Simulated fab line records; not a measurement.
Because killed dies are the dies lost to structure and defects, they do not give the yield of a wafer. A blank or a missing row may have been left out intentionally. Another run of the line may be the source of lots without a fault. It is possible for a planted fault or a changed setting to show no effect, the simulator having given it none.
Lot-split experiment / flow sfqLine / on a route of 325 steps: 5 lots, 23 wafers read

== THE SPLIT ==
At SFQ_TRILAYER_M1_DEP_SPUTTER_037 (material Nb, target thk 200 nm, time 133.3 s), the setting timeS was moved away from the recipe's 133.3 s on 9 of the 23 wafers read, by -14.9% to +12.8%. This setting was run at the recipe's value on the other wafers.

The file shows no step between the split and the reading.

== THE READING ==
At SFQ_M1_RS_MEAS_909, a four-point-probe measurement gives M1_NB_RS in ohm/sq. A value of 0.890 ohm/sq with a standard deviation of 0.0092 ohm/sq is what fault-free wafers of this fab line usually give.

wafer=L074.1; tool, chamber at the split=pvdSputter-04, -; timeS as run, s=133.3; against the recipe=recipe; M1_NB_RS, ohm/sq=0.898; against lot-mates on the recipe=-
wafer=L074.2; tool, chamber at the split=pvdSputter-04, -; timeS as run, s=113.5; against the recipe=-14.9%; M1_NB_RS, ohm/sq=1.049; against lot-mates on the recipe=+0.157
wafer=L074.3; tool, chamber at the split=pvdSputter-04, -; timeS as run, s=113.5; against the recipe=-14.9%; M1_NB_RS, ohm/sq=1.052; against lot-mates on the recipe=+0.161
wafer=L074.4; tool, chamber at the split=pvdSputter-04, -; timeS as run, s=113.5; against the recipe=-14.9%; M1_NB_RS, ohm/sq=1.044; against lot-mates on the recipe=+0.153
wafer=L074.6; tool, chamber at the split=pvdSputter-04, -; timeS as run, s=133.3; against the recipe=recipe; M1_NB_RS, ohm/sq=0.885; against lot-mates on the recipe=-
wafer=L076.1; tool, chamber at the split=pvdSputter-06, -; timeS as run, s=124.6; against the recipe=-6.5%; M1_NB_RS, ohm/sq=0.965; against lot-mates on the recipe=+0.062
wafer=L076.2; tool, chamber at the split=pvdSputter-06, -; timeS as run, s=133.3; against the recipe=recipe; M1_NB_RS, ohm/sq=0.897; against lot-mates on the recipe=-
wafer=L076.3; tool, chamber at the split=pvdSputter-06, -; timeS as run, s=133.3; against the recipe=recipe; M1_NB_RS, ohm/sq=0.904; against lot-mates on the recipe=-
wafer=L076.5; tool, chamber at the split=pvdSputter-06, -; timeS as run, s=133.3; against the recipe=recipe; M1_NB_RS, ohm/sq=0.907; against lot-mates on the recipe=-
wafer=L076.6; tool, chamber at the split=pvdSputter-06, -; timeS as run, s=124.6; against the recipe=-6.5%; M1_NB_RS, ohm/sq=0.964; against lot-mates on the recipe=+0.061
wafer=L080.1; tool, chamber at the split=pvdSputter-04, -; timeS as run, s=150.3; against the recipe=+12.8%; M1_NB_RS, ohm/sq=0.792; against lot-mates on the recipe=-0.095
wafer=L080.2; tool, chamber at the split=pvdSputter-04, -; timeS as run, s=133.3; against the recipe=recipe; M1_NB_RS, ohm/sq=0.888; against lot-mates on the recipe=-
wafer=L080.3; tool, chamber at the split=pvdSputter-04, -; timeS as run, s=150.3; against the recipe=+12.8%; M1_NB_RS, ohm/sq=0.794; against lot-mates on the recipe=-0.093
wafer=L080.4; tool, chamber at the split=pvdSputter-04, -; timeS as run, s=133.3; against the recipe=recipe; M1_NB_RS, ohm/sq=0.891; against lot-mates on the recipe=-
wafer=L080.5; tool, chamber at the split=pvdSputter-04, -; timeS as run, s=133.3; against the recipe=recipe; M1_NB_RS, ohm/sq=0.883; against lot-mates on the recipe=-
wafer=L081.1; tool, chamber at the split=pvdSputter-04, -; timeS as run, s=133.3; against the recipe=recipe; M1_NB_RS, ohm/sq=0.891; against lot-mates on the recipe=-
wafer=L081.2; tool, chamber at the split=pvdSputter-04, -; timeS as run, s=140.1; against the recipe=+5.1%; M1_NB_RS, ohm/sq=0.844; against lot-mates on the recipe=-0.046
wafer=L081.4; tool, chamber at the split=pvdSputter-04, -; timeS as run, s=133.3; against the recipe=recipe; M1_NB_RS, ohm/sq=0.895; against lot-mates on the recipe=-
wafer=L081.5; tool, chamber at the split=pvdSputter-04, -; timeS as run, s=133.3; against the recipe=recipe; M1_NB_RS, ohm/sq=0.885; against lot-mates on the recipe=-
wafer=L081.6; tool, chamber at the split=pvdSputter-04, -; timeS as run, s=140.1; against the recipe=+5.1%; M1_NB_RS, ohm/sq=0.837; against lot-mates on the recipe=-0.053
wafer=L082.1; tool, chamber at the split=pvdSputter-04, -; timeS as run, s=133.3; against the recipe=recipe; M1_NB_RS, ohm/sq=0.891; against lot-mates on the recipe=-
wafer=L082.2; tool, chamber at the split=pvdSputter-04, -; timeS as run, s=133.3; against the recipe=recipe; M1_NB_RS, ohm/sq=0.891; against lot-mates on the recipe=-
wafer=L082.4; tool, chamber at the split=pvdSputter-04, -; timeS as run, s=133.3; against the recipe=recipe; M1_NB_RS, ohm/sq=0.893; against lot-mates on the recipe=-

THE FIT
A straight line over all 23 wafers: M1_NB_RS changes by -0.00965 ohm/sq for each +1% of timeS; r = -0.99; the points scatter about the line by 0.0098 ohm/sq.
The same after taking each lot's own level away (the mean of its wafers on the recipe; 23 wafers): -0.00944 ohm/sq for each +1%; r = -0.99; scatter 0.0099 ohm/sq.
That fit puts the effect of the largest move of timeS on the reading at 0.14 ohm/sq.
Across the lots, their own levels run from 0.8873 to 0.9027 ohm/sq, a range of 1.7 times the standard deviation given above.
Hence the lot-to-lot level has little effect on the slope; both slopes agree.
Check: with one of the wafers moved furthest among these (-14.9%) left out of the fit, the line predicts +0.141 ohm/sq for it against its lot-mates. Against them it came out at +0.157 ohm/sq.

== OTHER SPLITS ON THESE WAFERS ==
Before the reading, these wafers also passed through other splits. Each is held against what the fit with the lots' levels taken away leaves over:
other split on the same wafers=SFQ_TRILAYER_L0_DEP_SPUTTER_003 timeS; wafers away from the commonest value=7; r with M1_NB_RS (lot level and that fit taken away)=+0.15
other split on the same wafers=SFQ_TRILAYER_L0_ETCH_METAL_ETCH_008 biasW; wafers away from the commonest value=8; r with M1_NB_RS (lot level and that fit taken away)=+0.08
other split on the same wafers=SFQ_TRILAYER_L0_VIA_LITHO_COAT_018 resistThkNm; wafers away from the commonest value=8; r with M1_NB_RS (lot level and that fit taken away)=+0.12
other split on the same wafers=SFQ_TRILAYER_L0_VIA_LITHO_PEB_016 pebTempC; wafers away from the commonest value=8; r with M1_NB_RS (lot level and that fit taken away)=-0.42
other split on the same wafers=SFQ_TRILAYER_M0_DEP_SPUTTER_019 timeS; wafers away from the commonest value=5; r with M1_NB_RS (lot level and that fit taken away)=-0.33
other split on the same wafers=SFQ_TRILAYER_M0_ETCH_METAL_ETCH_024 biasW; wafers away from the commonest value=8; r with M1_NB_RS (lot level and that fit taken away)=-0.11
other split on the same wafers=SFQ_TRILAYER_I0_CMP_CMP_028 leaveAboveRefNm; wafers away from the commonest value=10; r with M1_NB_RS (lot level and that fit taken away)=-0.14
other split on the same wafers=SFQ_TRILAYER_I0_VIA_LITHO_PEB_034 pebTimeS; wafers away from the commonest value=3; r with M1_NB_RS (lot level and that fit taken away)=-0.23

== THE WHOLE CHAIN: every reading that the file lists as answering this split, in the file's order ==
step=SFQ_TRILAYER_M1_DEP_SPUTTER_037; what it does=material Nb, target thk 200 nm, time 133.3 s; reading=Nb_of_TRILAYER_M1_DEP_SPUTTER_037.thkNm (the simulator's own value, which no gauge read); change (the file's fit)=+1.96 nm for each +1% of the setting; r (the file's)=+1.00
step=SFQ_M1_RS_MEAS_909; what it does=measures by four-point-probe; reading=M1_NB_RS; change (the file's fit)=-0.00927 for each +1% of the setting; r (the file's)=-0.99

== THE FILE'S OWN FIT ==
M1_NB_RS changes by -0.00927 ohm/sq for each +1% of timeS, r = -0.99.
